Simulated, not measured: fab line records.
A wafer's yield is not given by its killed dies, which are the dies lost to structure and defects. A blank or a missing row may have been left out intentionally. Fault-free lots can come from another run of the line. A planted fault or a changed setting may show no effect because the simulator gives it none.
fab line records	flow gf180mcu	part 1 of 2: steps 1 to 25 of 35
record: lots: 5	wafers: 15	last-day: 34
route steps=602 shown M2@365 V2@382
lots that met no fault: from a run of the same line without faults
start-h: hours from the record's opening day to when the first of the lot's shown wafers began	wait-h: hours since the lot's step before	" as in the row above	L1.1+2: one row covering several wafers at once	- value missing, or start not given	* or withheld: withheld	< > ~ a bound
route shown NAME@n: a module of which the file shows steps, and the number in the route of the first	usual: mean/standard deviation of fault-free wafers	same: alike in all rows	chamber/n: place in a boat	sites: readings site by site	_std_site: standard deviation of those values	_edge_site: mean of outer sites minus mean of inner sites	radius-mm: for every site, how far away it sits from the centre of the wafer	mask NAME#n: copy n	behind: the tool/chamber that last shaped the wafer	hold: the reason the lot was held/the length of the hold in hours/how it ended	device: whichever transistor did not switch (one of n, p or np)	end of line: the route-end tests of the same wafers	a step without rows: its recipe alone	killed: the dies lost at the first sort to structure and to defects; this is not the yield of the wafer	map: shows each die of a wafer: x if killed, . if not, _ if none is there
set.NAME: the run value of the setting; set.NAME@STEP: its run value at that earlier step	model.NAME: the simulator's own value behind a step, which no gauge read
lots seen at some steps along the route; tables by step, rows by wafer
services: when a tool's chamber went out of use (start-h, in hours from the record's first day, below 0 if earlier), for how many hours, and the reason
== steps ==
step: GF_M2_SPUTTER_03
recipe: material: Ti	target-thk-nm: 10	substrate-temp-c: 300	chamber-pressure-pa: 0.3	power-w: 3000	time-s: 6.7
usual: throttle-valve-pct: 29.2/1
lot.wafer	tool	chamber	start-h	wait-h	throttle-valve-pct
L081.3	pvd-sputter-02	-	488.58	0.0	28.4
L081.4	"	-	"	"	29.9
L081.6	"	-	"	"	29.0
L085.3	pvd-sputter-01	-	511.47	0.0	30.2
L085.5	"	-	"	"	27.5
L085.6	"	-	"	"	30.5
L092.3	pvd-sputter-02	-	573.64	0.0	29.6
L092.4	"	-	"	"	29.2
L092.5	"	-	"	"	29.7
L093.2	pvd-sputter-01	-	576.97	0.0	27.3
L093.4	"	-	"	"	30.3
L093.6	"	-	"	"	30.6
L095.2	pvd-sputter-01	-	594.90	0.0	30.3
L095.3	"	-	"	"	27.4
L095.5	"	-	"	"	27.2
step: GF_M2_SPUTTER_04
recipe: material: TiN	target-thk-nm: 50	power-w: 6500	time-s: 41.7	chamber-pressure-pa: 0.4
usual: throttle-valve-pct: 29.2/1
lot.wafer	tool	chamber	start-h	wait-h	throttle-valve-pct
L081.3	pvd-sputter-02	-	488.60	0.0	28.7
L081.4	"	-	"	"	29.6
L081.6	"	-	"	"	28.5
L085.3	pvd-sputter-01	-	511.49	0.0	30.7
L085.5	"	-	"	"	27.5
L085.6	"	-	"	"	30.5
L092.3	pvd-sputter-02	-	573.66	0.0	29.7
L092.4	"	-	"	"	29.1
L092.5	"	-	"	"	29.7
L093.2	pvd-sputter-01	-	576.99	0.0	27.5
L093.4	"	-	"	"	30.4
L093.6	"	-	"	"	30.3
L095.2	pvd-sputter-01	-	594.92	0.0	30.4
L095.3	"	-	"	"	27.2
L095.5	"	-	"	"	27.6
step: GF_M2_RS_MEAS_05
recipe: thk-meas-gauge: four-point-probe	reads: TiN_of_M2_SPUTTER_04+Ti_of_M2_SPUTTER_03+AlCu_of_M2_SPUTTER_02+TiN_of_M2_SPUTTER_01+Ti_of_M2_SPUTTER_00
usual: M2_ALCU_RS: 0.0695/0.00079
lot.wafer	tool	chamber	start-h	wait-h	M2_ALCU_RS[ohm/sq]
L081.3	film-metro-04	-	488.68	0.1	0.0698
L081.4	"	-	"	"	0.0686
L081.6	"	-	"	"	0.0692
L085.3	film-metro-02	-	511.57	0.1	0.0707
L085.5	"	-	"	"	0.0697
L085.6	"	-	"	"	0.0711
L092.3	film-metro-03	-	573.74	0.1	0.0682
L092.4	"	-	"	"	0.0684
L092.5	"	-	"	"	0.0685
L093.2	film-metro-02	-	577.05	0.0	0.0699
L093.4	"	-	"	"	0.0699
L093.6	"	-	"	"	0.0698
L095.2	film-metro-04	-	594.98	0.0	0.0699
L095.3	"	-	"	"	0.0699
L095.5	"	-	"	"	0.0704
step: GF_M2_THK_MEAS_06
recipe: thk-meas-gauge: xrf	reads: AlCu_of_M2_SPUTTER_02
usual: M2_ALCU_THK: 444/5.3
lot.wafer	tool	chamber	start-h	wait-h	M2_ALCU_THK[nm]
L081.3	film-metro-04	-	488.78	0.1	439
L081.4	"	-	"	"	450
L081.6	"	-	"	"	442
L085.3	film-metro-02	-	511.67	0.1	441
L085.5	"	-	"	"	446
L085.6	"	-	"	"	435
L092.3	film-metro-03	-	573.84	0.1	452
L092.4	"	-	"	"	451
L092.5	"	-	"	"	449
L093.2	film-metro-02	-	577.16	0.1	443
L093.4	"	-	"	"	444
L093.6	"	-	"	"	445
L095.2	film-metro-04	-	595.09	0.1	440
L095.3	"	-	"	"	438
L095.5	"	-	"	"	436
step: GF_M2_DEHYDRATE_07
recipe: temp-c: 200	time-s: 60
usual: exhaust-pa: 45.0/0.86
lot.wafer	tool	chamber	start-h	wait-h	exhaust-pa
L081.3	litho-track-01	0	499.98	11.2	43.0
L081.4	"	0	"	"	43.8
L081.6	"	0	"	"	43.8
L085.3	litho-track-03	0	522.69	11.0	44.1
L085.5	"	0	"	"	44.6
L085.6	"	0	"	"	44.6
L092.3	litho-track-03	0	583.29	9.4	44.0
L092.4	"	0	"	"	45.7
L092.5	"	0	"	"	45.4
L093.2	litho-track-03	0	587.21	10.0	44.2
L093.4	"	0	"	"	45.1
L093.6	"	0	"	"	44.4
L095.2	litho-track-01	0	604.40	9.3	45.7
L095.3	"	0	"	"	45.1
L095.5	"	0	"	"	45.2
step: GF_M2_HMDS_08
recipe: prime-time-s: 60	prime-temp-c: 120
usual: exhaust-pa: 44.9/0.85
lot.wafer	tool	chamber	start-h	wait-h	exhaust-pa
L081.3	litho-track-01	0	500.13	0.1	44.9
L081.4	"	0	"	"	45.4
L081.6	"	0	"	"	46.0
L085.3	litho-track-03	0	522.84	0.1	45.3
L085.5	"	0	"	"	45.0
L085.6	"	0	"	"	44.6
L092.3	litho-track-03	0	583.44	0.1	46.4
L092.4	"	0	"	"	46.4
L092.5	"	0	"	"	45.2
L093.2	litho-track-03	0	587.36	0.1	45.2
L093.4	"	0	"	"	44.3
L093.6	"	0	"	"	43.9
L095.2	litho-track-01	0	604.55	0.1	43.7
L095.3	"	0	"	"	43.8
L095.5	"	0	"	"	44.1
step: GF_M2_COAT_09
recipe: resist: KrF	spin-rpm: withheld	resist-thk-nm: 1000
usual: exhaust-pa: 44.9/0.85
lot.wafer	tool	chamber	start-h	wait-h	exhaust-pa
L081.3	litho-track-01	0	500.28	0.1	44.7
L081.4	"	0	"	"	44.9
L081.6	"	0	"	"	44.9
L085.3	litho-track-03	0	522.99	0.1	44.9
L085.5	"	0	"	"	44.6
L085.6	"	0	"	"	45.1
L092.3	litho-track-03	0	583.59	0.1	44.1
L092.4	"	0	"	"	44.8
L092.5	"	0	"	"	44.3
L093.2	litho-track-03	0	587.51	0.1	45.2
L093.4	"	0	"	"	45.0
L093.6	"	0	"	"	47.4
L095.2	litho-track-01	0	604.70	0.1	45.3
L095.3	"	0	"	"	44.7
L095.5	"	0	"	"	46.0
step: GF_M2_SOFTBAKE_10
recipe: temp-c: 130	time-s: 60	resist: KrF
usual: exhaust-pa: 45.1/0.81
lot.wafer	tool	chamber	start-h	wait-h	exhaust-pa
L081.3	litho-track-01	0	500.43	0.1	45.0
L081.4	"	0	"	"	44.8
L081.6	"	0	"	"	45.0
L085.3	litho-track-03	0	523.14	0.1	45.4
L085.5	"	0	"	"	44.9
L085.6	"	0	"	"	44.5
L092.3	litho-track-03	0	583.74	0.1	45.5
L092.4	"	0	"	"	44.7
L092.5	"	0	"	"	46.3
L093.2	litho-track-03	0	587.66	0.1	44.6
L093.4	"	0	"	"	43.1
L093.6	"	0	"	"	44.2
L095.2	litho-track-01	0	604.85	0.1	43.4
L095.3	"	0	"	"	44.2
L095.5	"	0	"	"	43.5
step: GF_M2_EXPOSE_11
recipe: mask-id: Metal2	target-cd-nm: 280	na: 0.68	source-shape: conventional	sigma-outer: 0.6	dose-mj: 28
usual: exposure-dose-mJ-cm2: 28.13/0.11	focus-offset-nm: 0.0/0.58	stage-vel-mm-s: 500.08/0.29
lot.wafer	tool	chamber	start-h	wait-h	mask	exposure-dose-mJ-cm2	focus-offset-nm	stage-vel-mm-s
L081.3	krf-scanner-01	0	-	-	Metal2#0	28.03	1.0	499.85
L081.4	"	0	"	"	Metal2#0	27.99	0.2	499.75
L081.6	"	0	"	"	Metal2#0	27.99	-0.3	499.88
L085.3	krf-scanner-02	0	-	-	Metal2#0	28.25	-0.1	500.08
L085.5	"	0	"	"	Metal2#0	28.22	-0.4	500.05
L085.6	"	0	"	"	Metal2#0	28.25	0.7	500.33
L092.3	krf-scanner-02	0	-	-	Metal2#0	28.26	0.1	500.44
L092.4	"	0	"	"	Metal2#0	28.18	0.7	500.43
L092.5	"	0	"	"	Metal2#0	28.20	-0.8	500.37
L093.2	krf-scanner-01	0	-	-	Metal2#0	27.98	-0.4	500.33
L093.4	"	0	"	"	Metal2#0	28.02	-1.0	500.21
L093.6	"	0	"	"	Metal2#0	27.98	0.1	500.18
L095.2	krf-scanner-02	0	-	-	Metal2#0	28.18	-0.5	499.88
L095.3	"	0	"	"	Metal2#0	28.18	0.0	500.00
L095.5	"	0	"	"	Metal2#0	28.18	-0.5	499.67
step: GF_M2_PEB_12
recipe: peb-temp-c: 135	peb-time-s: 90	resist: KrF
usual: exhaust-pa: 44.8/0.9
lot.wafer	tool	chamber	start-h	wait-h	exhaust-pa
L081.3	litho-track-01	0	-	-	45.2
L081.4	"	0	"	"	45.4
L081.6	"	0	"	"	43.5
L085.3	litho-track-03	0	-	-	45.1
L085.5	"	0	"	"	44.6
L085.6	"	0	"	"	43.5
L092.3	litho-track-01	0	-	-	46.2
L092.4	"	0	"	"	46.1
L092.5	"	0	"	"	45.1
L093.2	litho-track-01	0	-	-	43.5
L093.4	"	0	"	"	46.3
L093.6	"	0	"	"	45.1
L095.2	litho-track-03	0	-	-	44.1
L095.3	"	0	"	"	45.0
L095.5	"	0	"	"	43.9
step: GF_M2_DEVELOP_13
recipe: develop-time-s: 60	dev-temp-c: 21
usual: developer-temp-C: 21.00/0.1	exhaust-pa: 45.3/0.75
lot.wafer	tool	chamber	start-h	wait-h	developer-temp-C	exhaust-pa
L081.3	litho-track-01	0	512.48	0.1	21.00	44.8
L081.4	"	0	"	"	20.93	44.1
L081.6	"	0	"	"	20.90	44.5
L085.3	litho-track-03	0	534.54	0.1	21.15	46.2
L085.5	"	0	"	"	21.14	45.1
L085.6	"	0	"	"	21.09	45.6
L092.3	litho-track-01	0	594.53	0.1	21.04	45.3
L092.4	"	0	"	"	21.06	45.2
L092.5	"	0	"	"	20.91	45.5
L093.2	litho-track-01	0	598.25	0.2	20.93	45.0
L093.4	"	0	"	"	21.03	45.8
L093.6	"	0	"	"	21.09	47.0
L095.2	litho-track-03	0	614.81	0.2	21.04	45.0
L095.3	"	0	"	"	21.06	46.0
L095.5	"	0	"	"	21.14	45.8
step: GF_M2_CD_MEAS_14
recipe: target-cd-nm: 280
usual: cd-nm: 279.9/1.1
lot.wafer	tool	chamber	start-h	wait-h	cd-nm
L081.3	cd-sem-02	-	512.62	0.1	280.8
L081.4	"	-	"	"	279.9
L081.6	"	-	"	"	279.3
L085.3	cd-sem-02	-	534.68	0.1	280.0
L085.5	"	-	"	"	279.7
L085.6	"	-	"	"	280.0
L092.3	cd-sem-02	-	594.67	0.1	280.0
L092.4	"	-	"	"	280.0
L092.5	"	-	"	"	280.6
L093.2	cd-sem-01	-	598.40	0.1	278.9
L093.4	"	-	"	"	280.2
L093.6	"	-	"	"	278.9
L095.2	cd-sem-01	-	614.96	0.1	280.8
L095.3	"	-	"	"	280.2
L095.5	"	-	"	"	280.2
step: GF_M2_OVL_MEAS_15
usual: M2_OVL: -1/5.2
lot.wafer	tool	chamber	start-h	wait-h	M2_OVL[nm]
L081.3	overlay-01	-	512.71	0.1	4
L081.4	"	-	"	"	-2
L081.6	"	-	"	"	-1
L085.3	overlay-01	-	534.77	0.1	-8
L085.5	"	-	"	"	-2
L085.6	"	-	"	"	0
L092.3	overlay-01	-	594.76	0.1	-3
L092.4	"	-	"	"	3
L092.5	"	-	"	"	-9
L093.2	overlay-01	-	598.50	0.1	-3
L093.4	"	-	"	"	-1
L093.6	"	-	"	"	-3
L095.2	overlay-01	-	615.35	0.4	-5
L095.3	"	-	"	"	2
L095.5	"	-	"	"	3
step: GF_M2_METAL_ETCH_16
recipe: chemistry: Cl2/BCl3	mask-material: KrF	target-depth-nm: 627.5	stop-on: SiO2	pressure-mtorr: 8	icp-w: 800	bias-w: 140	Cl2_flow_sccm: 80	bcl3-flow-sccm: 40	time-s: 104.6
usual: drypump-motor-current-A: 5.8/0.4	oes-product-au: 0.972/0.007	throttle-valve-pct: 28.250/0.011
lot.wafer	tool	chamber	start-h	wait-h	drypump-motor-current-A	oes-product-au	rf-hours-counter-h	throttle-valve-pct
L081.3	rie-metal-01	0	512.77	0.1	6.0	0.976	-	28.245
L081.4	"	1	"	"	5.1	0.974	-	28.251
L081.6	"	1	"	"	5.1	0.975	-	28.256
L085.3	rie-metal-02	0	534.83	0.1	6.3	0.964	-	28.251
L085.5	"	1	"	"	5.6	0.962	-	28.244
L085.6	"	0	"	"	6.3	0.961	-	28.260
L092.3	rie-metal-02	1	594.82	0.1	5.5	0.981	-	28.248
L092.4	"	0	"	"	6.3	0.981	-	28.229
L092.5	"	1	"	"	5.5	0.971	-	28.228
L093.2	rie-metal-04	1	598.53	0.0	5.6	0.971	3	28.250
L093.4	"	1	"	"	5.5	0.984	-	28.223
L093.6	"	0	"	"	5.8	0.969	-	28.264
L095.2	rie-metal-02	0	615.38	0.0	6.3	0.971	11	28.254
L095.3	"	1	"	"	5.5	0.968	-	28.269
L095.5	"	1	"	"	5.5	0.965	-	28.266
step: GF_M2_STRIP_17
recipe: chemistry: O2/N2	power-w: 1400	pressure-mtorr: 1500	platen-temp-c: 250	o2-flow-sccm: 3000	n2-flow-sccm: 300	overash-fraction: 0.5
usual: drypump-motor-current-A: 6.0/0.3	heater-power-w: 332/21	oes-product-au: 0.557/0.0049	platen-temp-c: 249.99/0.17	strip-time-to-endpoint-s: 7.86/0.05
lot.wafer	tool	chamber	start-h	wait-h	drypump-motor-current-A	heater-power-w	oes-product-au	platen-temp-c	rf-hours-counter-h	strip-time-to-endpoint-s
L081.3	plasma-asher-02	1	512.88	0.1	6.4	355	0.555	249.83	-	7.84
L081.4	"	0	"	"	5.8	304	0.553	249.92	-	7.85
L081.6	"	0	"	"	5.9	308	0.554	249.84	-	7.82
L085.3	plasma-asher-01	1	534.94	0.1	6.1	310	0.558	249.84	-	7.79
L085.5	"	1	"	"	6.1	312	0.565	250.00	-	7.87
L085.6	"	0	"	"	5.6	349	0.554	249.93	-	7.78
L092.3	plasma-asher-02	1	594.93	0.1	6.4	356	0.564	249.82	-	7.88
L092.4	"	0	"	"	5.8	313	0.550	249.90	-	7.77
L092.5	"	1	"	"	6.3	353	0.553	249.97	-	7.87
L093.2	plasma-asher-02	1	598.64	0.1	6.4	353	0.564	249.99	50	7.87
L093.4	"	0	"	"	5.9	312	0.560	249.68	-	7.84
L093.6	"	1	"	"	6.4	347	0.555	250.06	-	7.95
L095.2	plasma-asher-02	0	615.51	0.1	5.9	301	0.551	249.91	51	7.81
L095.3	"	0	"	"	5.8	305	0.561	250.04	-	7.92
L095.5	"	1	"	"	6.4	351	0.557	250.00	-	7.91
step: GF_M2_STRIP_18
recipe: chemistry: post-etch-residue-remover	time-s: 1200	temp-c: 72.5
lot.wafer	tool	chamber	start-h	wait-h
L081.3+4+6	wet-bench-04	3	512.94	0.0
L085.3+5+6	wet-bench-01	3	535.00	0.0
L092.3+4+5	wet-bench-04	0	594.99	0.0
L093.2+4+6	wet-bench-04	3	598.74	0.1
L095.2+3+5	wet-bench-02	2	615.67	0.1
step: GF_M2_CLEAN_19
recipe: chemistry: DIW	dry: n2-spin
lot.wafer	tool	chamber	start-h	wait-h
L081.3+4+6	wet-bench-02	0	513.32	0.0
L085.3+5+6	wet-bench-02	2	535.38	0.0
L092.3+4+5	wet-bench-01	1	595.34	0.0
L093.2+4+6	wet-bench-01	3	599.15	0.0
L095.2+3+5	wet-bench-04	1	616.07	0.0
step: GF_V2_CVD_00
recipe: material: SiO2	target-thk-nm: 600	sigma-open-frac: 0.3	temp-c: 400	time-s: 100	sih4-flow-sccm: 60	pressure-mtorr: 6
lot.wafer	tool	chamber	start-h	wait-h
L081.3+4+6	hdpcvd-02	2,1,2	513.41	0.0
L085.3+5+6	hdpcvd-02	2,0,1	535.49	0.0
L092.3+4+5	hdpcvd-02	1,2,1	595.44	0.0
L093.2+4+6	hdpcvd-01	0,0,1	599.24	0.0
L095.2+3+5	hdpcvd-02	2,0,0	616.17	0.0
step: GF_V2_THK_MEAS_01
recipe: reads: SiO2_of_V2_CVD_00
usual: V2_CVD_00_THK: 600/6.9
lot.wafer	tool	chamber	start-h	wait-h	V2_CVD_00_THK[nm]
L081.3	film-metro-02	-	513.50	0.1	592
L081.4	"	-	"	"	601
L081.6	"	-	"	"	593
L085.3	film-metro-03	-	535.58	0.1	603
L085.5	"	-	"	"	602
L085.6	"	-	"	"	605
L092.3	film-metro-01	-	595.53	0.1	605
L092.4	"	-	"	"	602
L092.5	"	-	"	"	605
L093.2	film-metro-02	-	599.41	0.1	598
L093.4	"	-	"	"	607
L093.6	"	-	"	"	599
L095.2	film-metro-02	-	616.25	0.0	595
L095.3	"	-	"	"	602
L095.5	"	-	"	"	595
step: GF_V2_CVD_02
recipe: material: SiO2	target-thk-nm: 850	precursor: TEOS	temp-c: 400	time-s: 94.851	rf-w: 600
usual: heater-power-outer-w: 396/74	heater-power-w: 677/100
lot.wafer	tool	chamber	start-h	wait-h	heater-power-outer-w	heater-power-w	since-wet-clean-h
L081.3	pecvd-02	2	513.58	0.1	410	701	-
L081.4	"	0	"	"	455	750	-
L081.6	"	2	"	"	306	562	-
L085.3	pecvd-04	0	535.62	0.0	569	928	778
L085.5	"	0	"	"	586	934	-
L085.6	"	2	"	"	266	519	-
L092.3	pecvd-03	2	595.57	0.0	378	638	213
L092.4	"	0	"	"	367	606	-
L092.5	"	1	"	"	401	720	-
L093.2	pecvd-03	0	599.46	0.0	347	587	217
L093.4	"	1	"	"	292	570	-
L093.6	"	0	"	"	381	597	-
L095.2	pecvd-02	2	616.30	0.0	334	600	442
L095.3	"	1	"	"	440	721	442
L095.5	"	0	"	"	497	818	-
step: GF_V2_THK_MEAS_03
recipe: reads: SiO2_of_V2_CVD_02
usual: V2_CVD_02_THK: 850/9.8
lot.wafer	tool	chamber	start-h	wait-h	V2_CVD_02_THK[nm]
L081.3	film-metro-03	-	513.67	0.1	842
L081.4	"	-	"	"	848
L081.6	"	-	"	"	849
L085.3	film-metro-02	-	535.71	0.1	847
L085.5	"	-	"	"	846
L085.6	"	-	"	"	858
L092.3	film-metro-03	-	595.66	0.1	855
L092.4	"	-	"	"	862
L092.5	"	-	"	"	861
L093.2	film-metro-02	-	599.54	0.0	863
L093.4	"	-	"	"	855
L093.6	"	-	"	"	863
L095.2	film-metro-02	-	616.38	0.0	848
L095.3	"	-	"	"	853
L095.5	"	-	"	"	853
step: GF_V2_CMP_04
recipe: material: SiO2	down-force-psi: 4	platen-rpm: 60	pad-velocity-m-s: 0.94248
usual: head-pressure-psi: 3.999/0.0093	motor-current-A: 11.9/0.85	time-to-endpoint-s: 80/5.2
lot.wafer	tool	chamber	start-h	wait-h	head-pressure-psi	motor-current-A	time-to-endpoint-s
L081.4	cmp-02	0	513.71	0.0	4.002	11.2	73
L081.3	"	2	"	"	4.007	11.9	70
L081.6	"	0	"	"	3.983	10.9	77
L085.3	cmp-01	2	535.75	0.0	3.992	12.2	85
L085.6	"	2	"	"	4.000	12.3	83
L085.5	"	3	"	"	4.000	10.3	84
L092.4	cmp-02	2	595.75	0.1	3.976	11.7	87
L092.3	"	0	"	"	3.992	11.2	87
L092.5	"	1	"	"	4.002	11.1	84
L093.4	cmp-02	3	599.64	0.1	4.007	12.5	81
L093.2	"	0	"	"	3.993	12.0	91
L093.6	"	2	"	"	3.988	11.6	87
L095.2	cmp-02	1	616.53	0.1	4.007	11.2	80
L095.3	"	2	"	"	3.992	11.9	82
L095.5	"	0	"	"	3.994	11.7	89
step: GF_V2_BOW_MEAS_05
recipe: mode: bow
usual: V2_BOW: 98/8.6
lot.wafer	tool	chamber	start-h	wait-h	V2_BOW[um]
L081.3	film-metro-02	-	514.05	0.2	113
L081.4	"	-	"	"	107
L081.6	"	-	"	"	96
L085.3	film-metro-03	-	536.09	0.3	110
L085.5	"	-	"	"	97
L085.6	"	-	"	"	106
L092.3	film-metro-02	-	596.04	0.1	118
L092.4	"	-	"	"	111
L092.5	"	-	"	"	113
L093.2	film-metro-03	-	599.91	0.2	105
L093.4	"	-	"	"	84
L093.6	"	-	"	"	110
L095.2	film-metro-01	-	616.75	0.2	98
L095.3	"	-	"	"	95
L095.5	"	-	"	"	105
step: GF_V2_DEHYDRATE_06
recipe: temp-c: 200	time-s: 60
usual: exhaust-pa: 45.1/0.9
lot.wafer	tool	chamber	start-h	wait-h	exhaust-pa
L081.3	litho-track-02	0	524.81	10.7	46.1
L081.4	"	0	"	"	45.8
L081.6	"	0	"	"	45.1
L085.3	litho-track-02	0	546.91	10.8	45.1
L085.5	"	0	"	"	43.6
L085.6	"	0	"	"	44.5
L092.3	litho-track-02	0	605.31	9.3	45.5
L092.4	"	0	"	"	44.5
L092.5	"	0	"	"	45.5
L093.2	litho-track-04	0	609.37	9.4	46.8
L093.4	"	0	"	"	45.6
L093.6	"	0	"	"	45.8
L095.2	litho-track-02	0	625.69	8.9	44.8
L095.3	"	0	"	"	44.6
L095.5	"	0	"	"	44.3
step: GF_V2_HMDS_07
recipe: prime-time-s: 60	prime-temp-c: 120
usual: exhaust-pa: 45.1/0.82
lot.wafer	tool	chamber	start-h	wait-h	exhaust-pa
L081.3	litho-track-02	0	524.96	0.1	44.3
L081.4	"	0	"	"	44.8
L081.6	"	0	"	"	45.3
L085.3	litho-track-02	0	547.06	0.1	45.5
L085.5	"	0	"	"	46.5
L085.6	"	0	"	"	44.1
L092.3	litho-track-02	0	605.46	0.1	45.9
L092.4	"	0	"	"	44.4
L092.5	"	0	"	"	44.9
L093.2	litho-track-04	0	609.52	0.1	45.1
L093.4	"	0	"	"	43.9
L093.6	"	0	"	"	46.1
L095.2	litho-track-02	0	625.84	0.1	47.0
L095.3	"	0	"	"	45.3
L095.5	"	0	"	"	46.4
